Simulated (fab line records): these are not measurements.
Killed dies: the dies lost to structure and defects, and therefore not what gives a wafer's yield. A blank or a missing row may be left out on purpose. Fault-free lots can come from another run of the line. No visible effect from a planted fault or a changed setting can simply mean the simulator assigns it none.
Chamber matching :: flow gf180mcu :: GF_CONTACT_CMP_04 on cmp-01 has 4 sister chambers
The step polishes SiO2. 14 wafers are shown with their chamber, then 7 later ones without.

WAFERS WITH THEIR CHAMBER
wafer: L652.1
chamber: 0
motor current A (A): 11.8
time to endpoint s (s): 109

wafer: L652.3
chamber: 2
motor current A (A): 12.8
time to endpoint s (s): 106

wafer: L652.5
chamber: 2
motor current A (A): 13.2
time to endpoint s (s): 108

wafer: L653.1
chamber: 0
motor current A (A): 11.4
time to endpoint s (s): 108

wafer: L653.4
chamber: 1
motor current A (A): 11.1
time to endpoint s (s): 116

wafer: L653.6
chamber: 1
motor current A (A): 11.3
time to endpoint s (s): 113

wafer: L656.3
chamber: 3
motor current A (A): 10.2
time to endpoint s (s): 113

wafer: L656.5
chamber: 2
motor current A (A): 13.7
time to endpoint s (s): 111

wafer: L656.6
chamber: 1
motor current A (A): 11.9
time to endpoint s (s): 114

wafer: L658.1
chamber: 2
motor current A (A): 13.2
time to endpoint s (s): 105

wafer: L658.3
chamber: 1
motor current A (A): 11.3
time to endpoint s (s): 110

wafer: L658.6
chamber: 1
motor current A (A): 11.7
time to endpoint s (s): 118

wafer: L659.3
chamber: 1
motor current A (A): 11.3
time to endpoint s (s): 118

wafer: L659.4
chamber: 2
motor current A (A): 12.6
time to endpoint s (s): 120

SIGNATURES (means of the wafers above)
reading: motor current A
chamber 0: 11.600
chamber 1: 11.433
chamber 2: 13.100
chamber 3: 10.200
scatter within a chamber: 0.354

reading: time to endpoint s
chamber 0: 108.50
chamber 1: 114.83
chamber 2: 110.00
chamber 3: 113.00
scatter within a chamber: 4.42
Rule: distance of a wafer from a chamber = root of the sum over the readings of ((wafer's reading minus chamber's mean) / reading's scatter) squared. The wafer belongs to the nearest chamber; if the next one is less than 2 further off, it can't be placed. The scatter: take each reading less its chamber's mean, square it, sum over the shown wafers, divide by the number of wafers less the number of chambers, and take the root.

WAFERS WHOSE CHAMBER IS MISSING
wafer: L659.5
motor current A (A): 12.5
time to endpoint s (s): 118

wafer: L668.2
motor current A (A): 10.8
time to endpoint s (s): 109

wafer: L668.4
motor current A (A): 12.3
time to endpoint s (s): 111

wafer: L668.5
motor current A (A): 13.3
time to endpoint s (s): 116

wafer: L669.1
motor current A (A): 11.5
time to endpoint s (s): 102

wafer: L669.2
motor current A (A): 12.9
time to endpoint s (s): 102

wafer: L669.3
motor current A (A): 10.7
time to endpoint s (s): 102

EACH ONE'S CHAMBER
wafer: L659.5
from the rows above: can't be placed: 2 or 1 or 0
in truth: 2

wafer: L668.2
from the rows above: can't be placed: 3 or 1 or 0
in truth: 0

wafer: L668.4
from the rows above: can't be placed: 0 or 2 or 1
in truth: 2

wafer: L668.5
from the rows above: 2
in truth: 2

wafer: L669.1
from the rows above: can't be placed: 0 or 1
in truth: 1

wafer: L669.2
from the rows above: 2
in truth: 2

wafer: L669.3
from the rows above: can't be placed: 3 or 0 or 1
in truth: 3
Correct placement for 2 of the 7. Cannot be placed on the basis of these rows: 5; the candidates contain the true chamber in 5. Wrongly placed: 0.
